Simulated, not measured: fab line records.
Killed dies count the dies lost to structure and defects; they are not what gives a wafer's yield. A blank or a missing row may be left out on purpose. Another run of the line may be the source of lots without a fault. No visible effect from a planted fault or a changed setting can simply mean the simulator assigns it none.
fab line records | flow sky130
record: lots: 15 | wafers: 45 | last_day: 50
route steps=708 shown PWDE@55 NWELL@62 VT_ADJUST_HVTP@95
lots with no fault: from the same line, run without faults
start_h: start of the lot's first displayed wafer, in hours after the record's first day | wait_h: time in hours since the lot's previous step | " the same as in the row above | L1.1+2: a row that stands for several wafers | - value missing, or start not given | * or withheld: withheld | < > ~ a bound
route shown NAME@n: names a module that has steps shown in the file, with the first one's number in the route | usual: mean and standard deviation over wafers with no fault | same: alike in all rows | chamber/n: place in a boat | sites: readings site by site | _std_site: how widely they spread, as a standard deviation | _edge_site: mean of outer sites minus mean of inner sites | radius_mm: how far each site lies from the wafer's centre | mask NAME#n: copy n | behind: the most recent tool/chamber to have shaped the wafer | hold: what put the lot on hold/how long, in hours/how the hold closed | device: names the non-switching transistor (n, p or np) | end of line: tests of these same wafers at the route's end | a step with no rows: only its recipe | killed: dies that structure and defects cost at the first sort, which is not the same as the wafer's yield | map: shows each die of a wafer: x if killed, . if not, _ if none is there
set.NAME: the setting the step ran with; set.NAME@STEP: the setting that earlier step ran with | model.NAME: the simulator's own value behind a step, which no gauge read
the route's steps for a sample of lots (tables are steps, rows are wafers)
services: the hour from which a tool's chamber was out of use, counted from the record's first day as start_h (under 0 if before that day), plus the number of hours and why
== steps ==
step: SKY_PWDE_TW_MEAS_10
usual: PWDE_TW: 374.3/3
lot.wafer | tool          | chamber | start_h | wait_h | PWDE_TW
L183.1    | film_metro-01 | -       | 72.20   | 0.1    | 377.7
L183.3    | "             | -       | "       | "      | 376.9
L183.4    | "             | -       | "       | "      | 372.6
L184.1    | film_metro-01 | -       | 74.53   | 0.1    | 377.6
L184.2    | "             | -       | "       | "      | 375.1
L184.5    | "             | -       | "       | "      | 378.6
L187.2    | film_metro-01 | -       | 92.24   | 0.1    | 374.8
L187.4    | "             | -       | "       | "      | 373.0
L187.5    | "             | -       | "       | "      | 375.6
L188.2    | film_metro-03 | -       | 98.67   | 0.1    | 371.5
L188.4    | "             | -       | "       | "      | 371.6
L188.6    | "             | -       | "       | "      | 367.7
L190.3    | film_metro-03 | -       | 108.27  | 0.1    | 370.3
L190.4    | "             | -       | "       | "      | 372.6
L190.5    | "             | -       | "       | "      | 373.4
L191.3    | film_metro-01 | -       | 112.80  | 0.1    | 376.2
L191.4    | "             | -       | "       | "      | 377.6
L191.6    | "             | -       | "       | "      | 376.8
L192.1    | film_metro-01 | -       | 118.00  | 0.1    | 377.4
L192.4    | "             | -       | "       | "      | 376.7
L192.5    | "             | -       | "       | "      | 378.0
L193.2    | film_metro-01 | -       | 123.26  | 0.1    | 374.9
L193.3    | "             | -       | "       | "      | 373.4
L193.5    | "             | -       | "       | "      | 377.7
L195.2    | film_metro-04 | -       | 143.51  | 0.1    | 372.9
L195.4    | "             | -       | "       | "      | 374.9
L195.5    | "             | -       | "       | "      | 374.2
L196.3    | film_metro-04 | -       | 147.27  | 0.1    | 380.2
L196.4    | "             | -       | "       | "      | 377.1
L196.6    | "             | -       | "       | "      | 377.9
L197.2    | film_metro-01 | -       | 150.64  | 0.1    | 373.3
L197.3    | "             | -       | "       | "      | 375.3
L197.6    | "             | -       | "       | "      | 374.4
L203.2    | film_metro-04 | -       | 180.16  | 0.1    | 374.6
L203.3    | "             | -       | "       | "      | 373.8
L203.6    | "             | -       | "       | "      | 373.2
L204.4    | film_metro-01 | -       | 187.84  | 0.1    | 379.5
L204.5    | "             | -       | "       | "      | 380.0
L204.6    | "             | -       | "       | "      | 379.5
L205.3    | film_metro-03 | -       | 194.73  | 0.1    | 367.5
L205.4    | "             | -       | "       | "      | 368.8
L205.6    | "             | -       | "       | "      | 367.8
L206.2    | film_metro-01 | -       | 200.96  | 0.1    | 376.8
L206.3    | "             | -       | "       | "      | 376.2
L206.5    | "             | -       | "       | "      | 376.9
step: SKY_NWELL_DEVELOP_09
recipe: wall_angle_deg: 90 | developer: TMAH | develop_time_s: 60 | dev_temp_c: 23
usual: chill_plate_temp_C: 23.00/0.12 | develop_time_s: 60/0 | developer_temp_C: 22.99/0.11 | exhaust_pa: 45.1/0.9
lot.wafer | tool           | chamber | start_h | wait_h | chill_plate_temp_C | develop_time_s | developer_temp_C | exhaust_pa
L183.1    | litho_track-04 | 0       | 88      | -      | 23.20              | 60             | 23.04            | 44.4
L183.3    | "              | 0       | "       | "      | 23.18              | 60             | 22.90            | 44.6
L183.4    | "              | 0       | "       | "      | 23.06              | 60             | 22.81            | 45.3
L184.1    | litho_track-04 | 0       | 91      | -      | 22.94              | 60             | 22.89            | 44.8
L184.2    | "              | 0       | "       | "      | 22.84              | 60             | 22.90            | 45.2
L184.5    | "              | 0       | "       | "      | 23.14              | 60             | 23.00            | 45.5
L187.2    | litho_track-02 | 0       | 108     | -      | 23.02              | 60             | 23.28            | 44.9
L187.4    | "              | 0       | "       | "      | 23.04              | 60             | 23.16            | 45.1
L187.5    | "              | 0       | "       | "      | 22.96              | 60             | 23.14            | 44.2
L188.2    | litho_track-01 | 0       | 115     | -      | 22.84              | 60             | 22.89            | 46.5
L188.4    | "              | 0       | "       | "      | 23.11              | 60             | 22.85            | 43.6
L188.6    | "              | 0       | 116     | -      | 23.04              | 60             | 22.97            | 43.6
L190.3    | litho_track-04 | 0       | 126     | -      | 23.05              | 60             | 23.11            | 46.5
L190.4    | "              | 0       | "       | "      | 23.12              | 60             | 23.14            | 45.0
L190.5    | "              | 0       | "       | "      | 23.04              | 60             | 23.13            | 46.6
L191.3    | litho_track-01 | 0       | 130     | -      | 23.03              | 60             | 23.04            | 45.0
L191.4    | "              | 0       | "       | "      | 23.09              | 60             | 23.07            | 46.4
L191.6    | "              | 0       | 131     | -      | 22.91              | 60             | 22.98            | 46.2
L192.1    | litho_track-02 | 0       | 136     | -      | 22.97              | 60             | 23.06            | 43.8
L192.4    | "              | 0       | "       | "      | 22.97              | 60             | 23.21            | 44.1
L192.5    | "              | 0       | "       | "      | 22.96              | 60             | 23.03            | 43.6
L193.2    | litho_track-02 | 0       | 141     | -      | 22.71              | 60             | 22.89            | 44.7
L193.3    | "              | 0       | "       | "      | 22.92              | 60             | 23.01            | 45.2
L193.5    | "              | 0       | "       | "      | 22.69              | 60             | 23.01            | 45.6
L195.2    | litho_track-02 | 0       | 162     | -      | 22.85              | 60             | 22.85            | 44.6
L195.4    | "              | 0       | "       | "      | 22.87              | 60             | 22.78            | 45.0
L195.5    | "              | 0       | "       | "      | 23.03              | 60             | 22.89            | 45.0
L196.3    | litho_track-02 | 0       | 167     | -      | 23.01              | 60             | 23.08            | 44.7
L196.4    | "              | 0       | "       | "      | 22.96              | 60             | 22.91            | 44.8
L196.6    | "              | 0       | "       | "      | 23.23              | 60             | 22.89            | 45.6
L197.2    | litho_track-04 | 0       | 170     | -      | 22.87              | 60             | 22.99            | 43.5
L197.3    | "              | 0       | "       | "      | 22.86              | 60             | 23.03            | 44.8
L197.6    | "              | 0       | "       | "      | 22.88              | 60             | 22.98            | 45.3
L203.2    | litho_track-01 | -       | 201     | -      | -                  | -              | -                | -
L203.3    | "              | -       | "       | "      | -                  | -              | -                | -
L203.6    | "              | -       | "       | "      | -                  | -              | -                | -
L204.4    | litho_track-02 | -       | 209     | -      | -                  | -              | -                | -
L204.5    | "              | -       | "       | "      | -                  | -              | -                | -
L204.6    | "              | -       | "       | "      | -                  | -              | -                | -
L205.3    | litho_track-02 | -       | 215     | -      | -                  | -              | -                | -
L205.4    | "              | -       | "       | "      | -                  | -              | -                | -
L205.6    | "              | -       | 216     | -      | -                  | -              | -                | -
L206.2    | litho_track-04 | 0       | 223     | -      | 23.02              | 60             | 22.96            | 43.8
L206.3    | "              | 0       | "       | "      | 23.01              | 60             | 22.85            | 43.7
L206.5    | "              | 0       | "       | "      | 23.05              | 60             | 22.99            | 43.4
step: SKY_NWELL_RS_MEAS_31
recipe: thk_meas_gauge: four-point-probe
usual: PWDE_RS: 5310/21
lot.wafer | tool          | chamber | start_h | wait_h | PWDE_RS[ohm/sq]
L183.1    | film_metro-04 | -       | 107.46  | 0.1    | 5342
L183.3    | "             | -       | "       | "      | 5316
L183.4    | "             | -       | "       | "      | 5335
L184.1    | film_metro-01 | -       | 110.11  | 0.1    | 5312
L184.2    | "             | -       | "       | "      | 5301
L184.5    | "             | -       | "       | "      | 5292
L187.2    | film_metro-04 | -       | 128.36  | 0.1    | 5331
L187.4    | "             | -       | "       | "      | 5337
L187.5    | "             | -       | "       | "      | 5312
L188.2    | film_metro-01 | -       | 136.07  | 0.1    | 5313
L188.4    | "             | -       | "       | "      | 5321
L188.6    | "             | -       | "       | "      | 5314
L190.3    | film_metro-01 | -       | 147.40  | 0.1    | 5272
L190.4    | "             | -       | "       | "      | 5273
L190.5    | "             | -       | "       | "      | 5281
L191.3    | film_metro-03 | -       | 151.58  | 0.1    | 5302
L191.4    | "             | -       | "       | "      | 5317
L191.6    | "             | -       | "       | "      | 5298
L192.1    | film_metro-04 | -       | 157.89  | 0.1    | 5324
L192.4    | "             | -       | "       | "      | 5321
L192.5    | "             | -       | "       | "      | 5311
L193.2    | film_metro-01 | -       | 162.71  | 0.1    | 5296
L193.3    | "             | -       | "       | "      | 5309
L193.5    | "             | -       | "       | "      | 5327
L195.2    | film_metro-03 | -       | 183.83  | 0.1    | 5303
L195.4    | "             | -       | "       | "      | 5284
L195.5    | "             | -       | "       | "      | 5314
L196.3    | film_metro-04 | -       | 189.44  | 0.1    | 5264
L196.4    | "             | -       | "       | "      | 5289
L196.6    | "             | -       | "       | "      | 5285
L197.2    | film_metro-04 | -       | 192.62  | 0.1    | 5334
L197.3    | "             | -       | "       | "      | 5339
L197.6    | "             | -       | "       | "      | 5314
L203.2    | film_metro-03 | -       | 224.81  | 0.1    | 5319
L203.3    | "             | -       | "       | "      | 5309
L203.6    | "             | -       | "       | "      | 5317
L204.4    | film_metro-01 | -       | 233.00  | 0.1    | 5258
L204.5    | "             | -       | "       | "      | 5260
L204.6    | "             | -       | "       | "      | 5278
L205.3    | film_metro-04 | -       | 239.89  | 0.1    | 5316
L205.4    | "             | -       | "       | "      | 5327
L205.6    | "             | -       | "       | "      | 5322
L206.2    | film_metro-01 | -       | 247.62  | 0.1    | 5327
L206.3    | "             | -       | "       | "      | 5327
L206.5    | "             | -       | "       | "      | 5337
step: SKY_VT_ADJUST_HVTP_STRIP_10
recipe: chemistry: O2/N2 | power_w: 1400 | pressure_mtorr: 1500 | platen_temp_c: withheld | o2_flow_sccm: 3000 | n2_flow_sccm: 300 | overash_fraction: 0.5
usual: drypump_motor_current_A: 5.8/0.54 | oes_product_au: 0.716/0.0043 | strip_time_to_endpoint_s: 14.17/0.042
lot.wafer | tool            | chamber | start_h | wait_h | drypump_motor_current_A | oes_product_au | rf_hours_counter_h | strip_time_to_endpoint_s
L183.1    | plasma_asher-03 | 0       | 124.96  | 0.1    | 5.5                     | 0.717          | 45                 | 14.14
L183.3    | "               | 0       | "       | "      | 5.4                     | 0.719          | -                  | 14.12
L183.4    | "               | 1       | "       | "      | 5.8                     | 0.719          | -                  | 14.16
L184.1    | plasma_asher-04 | 0       | 128.56  | 0.1    | 6.4                     | 0.715          | 26                 | 14.07
L184.2    | "               | 1       | "       | "      | 6.2                     | 0.717          | 26                 | 14.10
L184.5    | "               | 0       | "       | "      | 6.4                     | 0.715          | -                  | 14.11
L187.2    | plasma_asher-02 | 0       | 147.21  | 0.1    | 6.1                     | 0.703          | 49                 | 14.17
L187.4    | "               | 1       | "       | "      | 4.7                     | 0.718          | -                  | 14.16
L187.5    | "               | 0       | "       | "      | 6.1                     | 0.709          | -                  | 14.18
L188.2    | plasma_asher-03 | 0       | 155.56  | 0.1    | 5.4                     | 0.721          | 47                 | 14.12
L188.4    | "               | 1       | "       | "      | 5.9                     | 0.722          | -                  | 14.12
L188.6    | "               | 1       | "       | "      | 5.9                     | 0.718          | -                  | 14.12
L190.3    | plasma_asher-02 | 0       | 168.15  | 0.1    | 6.1                     | 0.721          | -                  | 14.17
L190.4    | "               | 1       | "       | "      | 4.8                     | 0.721          | -                  | 14.17
L190.5    | "               | 0       | "       | "      | 6.0                     | 0.724          | -                  | 14.10
L191.3    | plasma_asher-02 | 1       | 171.44  | 0.1    | 4.8                     | 0.707          | -                  | 14.21
L191.4    | "               | 0       | "       | "      | 6.1                     | 0.716          | -                  | 14.22
L191.6    | "               | 0       | "       | "      | 6.1                     | 0.715          | -                  | 14.19
L192.1    | plasma_asher-02 | 0       | 179.25  | 0.1    | 6.1                     | 0.719          | 52                 | 14.13
L192.4    | "               | 1       | "       | "      | 4.8                     | 0.716          | -                  | 14.18
L192.5    | "               | 0       | "       | "      | 6.1                     | 0.711          | -                  | 14.15
L193.2    | plasma_asher-04 | 1       | 182.61  | 0.1    | 6.2                     | 0.715          | 32                 | 14.19
L193.3    | "               | 0       | "       | "      | 6.4                     | 0.714          | -                  | 14.19
L193.5    | "               | 0       | "       | "      | 6.4                     | 0.714          | -                  | 14.22
L195.2    | plasma_asher-04 | 1       | 205.60  | 0.1    | 6.2                     | 0.718          | 34                 | 14.19
L195.4    | "               | 1       | "       | "      | 6.2                     | 0.715          | -                  | 14.22
L195.5    | "               | 1       | "       | "      | 6.2                     | 0.708          | -                  | 14.21
L196.3    | plasma_asher-03 | 1       | 211.64  | 0.1    | 5.8                     | 0.720          | -                  | 14.10
L196.4    | "               | 0       | "       | "      | 5.5                     | 0.713          | -                  | 14.09
L196.6    | "               | 1       | "       | "      | 5.8                     | 0.716          | -                  | 14.17
L197.2    | plasma_asher-02 | 1       | 214.75  | 0.1    | 4.8                     | 0.704          | 56                 | 14.14
L197.3    | "               | 1       | "       | "      | 4.8                     | 0.715          | -                  | 14.14
L197.6    | "               | 0       | "       | "      | 6.1                     | 0.720          | -                  | 14.13
L203.2    | plasma_asher-04 | 1       | 247.77  | 0.1    | 6.2                     | 0.718          | 37                 | 14.17
L203.3    | "               | 0       | "       | "      | 6.4                     | 0.716          | -                  | 14.16
L203.6    | "               | 1       | "       | "      | 6.2                     | 0.721          | -                  | 14.14
L204.4    | plasma_asher-02 | 0       | 256.44  | 0.1    | 6.1                     | 0.713          | -                  | 14.23
L204.5    | "               | 1       | "       | "      | 4.7                     | 0.713          | -                  | 14.19
L204.6    | "               | 0       | "       | "      | 6.1                     | 0.714          | -                  | 14.24
L205.3    | plasma_asher-03 | 0       | 263.40  | 0.1    | 5.4                     | 0.707          | -                  | 14.14
L205.4    | "               | 1       | "       | "      | 5.8                     | 0.715          | -                  | 14.15
L205.6    | "               | 0       | "       | "      | 5.4                     | 0.712          | -                  | 14.14
L206.2    | plasma_asher-02 | 1       | 271.70  | 0.1    | 4.8                     | 0.714          | 62                 | 14.18
L206.3    | "               | 1       | "       | "      | 4.8                     | 0.710          | -                  | 14.13
L206.5    | "               | 1       | "       | "      | 4.8                     | 0.717          | -                  | 14.13
== services ==
tool            | chamber | start_h | hours | kind
plasma_asher-04 | -       | 64.77   | 2.8   | pm
plasma_asher-02 | -       | 127.18  | 10.7  | repair
plasma_asher-03 | -       | 129.48  | 10.0  | repair
plasma_asher-04 | -       | 213.94  | 14.6  | pm
== key ==
first_sign: step: SKY_NWELL_DEVELOP_09 | reading: tool_record | direction: missing
effect none on later readings
met_at SKY_NWELL_DEVELOP_09
struck_lots L203,L204,L205
sort_left_out L203.2,L203.3,L203.6,L204.4,L204.5,L204.6,L205.3,L205.4,L205.6
tester_left_out L203,L204,L205
not_acting_at SKY_PWDE_TW_MEAS_10,SKY_NWELL_RS_MEAS_31,SKY_VT_ADJUST_HVTP_STRIP_10
fault: kind: skipped_step_whole | tool: litho_track-01,litho_track-02 | chamber: - | onset_h: 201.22 | steps: SKY_NWELL_DEVELOP_09 | scope: struck_lots_only
tester_left_out: of these lots the tester's yield and bins aren't shown, on N5 and GAA mostly nor the transistor test; their killed dies are dies lost to structure and defects alone, not to doping, threshold or leakage, so they don't give the yield
sort_left_out: the simulated sort isn't trusted on such a fault, so these wafers' sort isn't shown, and their yield isn't known
